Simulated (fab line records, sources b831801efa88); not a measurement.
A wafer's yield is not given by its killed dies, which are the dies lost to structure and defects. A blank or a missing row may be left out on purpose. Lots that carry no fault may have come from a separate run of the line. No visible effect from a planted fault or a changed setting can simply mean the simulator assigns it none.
One fault seen from 2 desks || flow sky130 || only its own numbers are on each desk; what lay behind them is given at the end

## AT THE METROLOGY DESK
What the gauges read, lot by lot, whatever tool the lot ran on: means of the sampled wafers that have a number. The brackets show how far a lot's mean lies from the usual mean; more than 4 standard deviations puts the lot out of limits, marked OUT.
Columns: A = SONOS_ONO_CVD_04_THK at SKY_SONOS_ONO_THK_MEAS_05, usual 5.75 nm; B = LDD_N_OVL at SKY_LDD_N_OVL_MEAS_07, usual -0.7 nm; C = LDD_P_OVL at SKY_LDD_P_OVL_MEAS_08, usual -1.4 nm
{"lot": "L929", "first seen here": "day 12 07:50", "A": 5.81, "B": -0.1, "C": -1.9}
{"lot": "L930", "first seen here": "day 12 07:50", "A": 5.82, "B": -0.4, "C": -3.9}
{"lot": "L931", "first seen here": "day 13 00:16", "A": 5.81, "B": -1.5, "C": -2.2}
{"lot": "L932", "first seen here": "day 13 00:16", "A": 5.84, "B": -0.8, "C": -0.0}
{"lot": "L933", "first seen here": "day 13 06:20", "A": 5.68, "B": "-74.1 (-52) OUT", "C": -3.3}
{"lot": "L936", "first seen here": "day 13 19:28", "A": 5.73, "B": "-75.2 (-53) OUT", "C": -2.5}
{"lot": "L935", "first seen here": "day 14 01:40", "A": 5.64, "B": "-75.6 (-54) OUT", "C": -3.3}
{"lot": "L938", "first seen here": "day 14 21:41", "A": 5.72, "B": "-75.3 (-53) OUT", "C": -0.9}
{"lot": "L940", "first seen here": "day 15 12:57", "A": 5.70, "B": -1.7, "C": 0.1}
{"lot": "L941", "first seen here": "day 15 19:31", "A": 5.92, "B": -0.0, "C": -1.2}
{"lot": "L943", "first seen here": "day 16 06:14", "A": 5.88, "B": -2.8, "C": 0.4}
{"lot": "L951", "first seen here": "day 19 01:48", "A": 5.91, "B": 0.5, "C": -2.6}
This desk reports L933, L935, L936, L938 out of limits; the earliest was L933 at day 19 20:11 (LDD_N_OVL at SKY_LDD_N_OVL_MEAS_07). In limits: L929, L930, L931, L932, L940, L941, L943, L951.

## FOR THE TOOL OWNER'S DESK: iline-stepper-01
The tool's own readings at SKY_LDD_N_EXPOSE_04 (exposes mask NTM, target cd 840 nm): means of the sampled wafers that have a number, for each lot that ran on this tool. The brackets show how far a lot's mean lies from the usual mean; more than 4 standard deviations puts the lot out of limits, marked OUT.
Columns: A = exposure-dose-mJ-cm2 at SKY_LDD_N_EXPOSE_04, usual 110.00
{"lot": "L932", "first seen here": "day 18 17:10", "A": 109.98}
{"lot": "L931", "first seen here": "day 18 19:13", "A": 110.06}
{"lot": "L933", "first seen here": "day 19 05:03", "A": 110.09}
{"lot": "L936", "first seen here": "day 19 17:02", "A": 110.07}
{"lot": "L935", "first seen here": "day 19 22:28", "A": 110.07}
{"lot": "L938", "first seen here": "day 20 21:15", "A": 109.85}
This desk's finding: nothing out of limits on any of the 6 lots.

## BROUGHT TOGETHER
On L933, L935, L936, L938, the metrology desk was in a position to raise an alarm at day 19 20:11.
The desk of the tool owner found nothing out of limits.
Tool owner's desk: L933, L935, L936, L938 on record, inside its limits.
On iline-stepper-01, each named lot ran SKY_LDD_N_EXPOSE_04.

## WHAT WAS PUT IN BY THE SIMULATOR
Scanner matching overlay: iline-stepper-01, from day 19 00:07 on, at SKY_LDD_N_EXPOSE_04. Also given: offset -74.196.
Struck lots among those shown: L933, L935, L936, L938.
Hours from the fault's start to each desk's first reading out of limits: the metrology desk, 20.
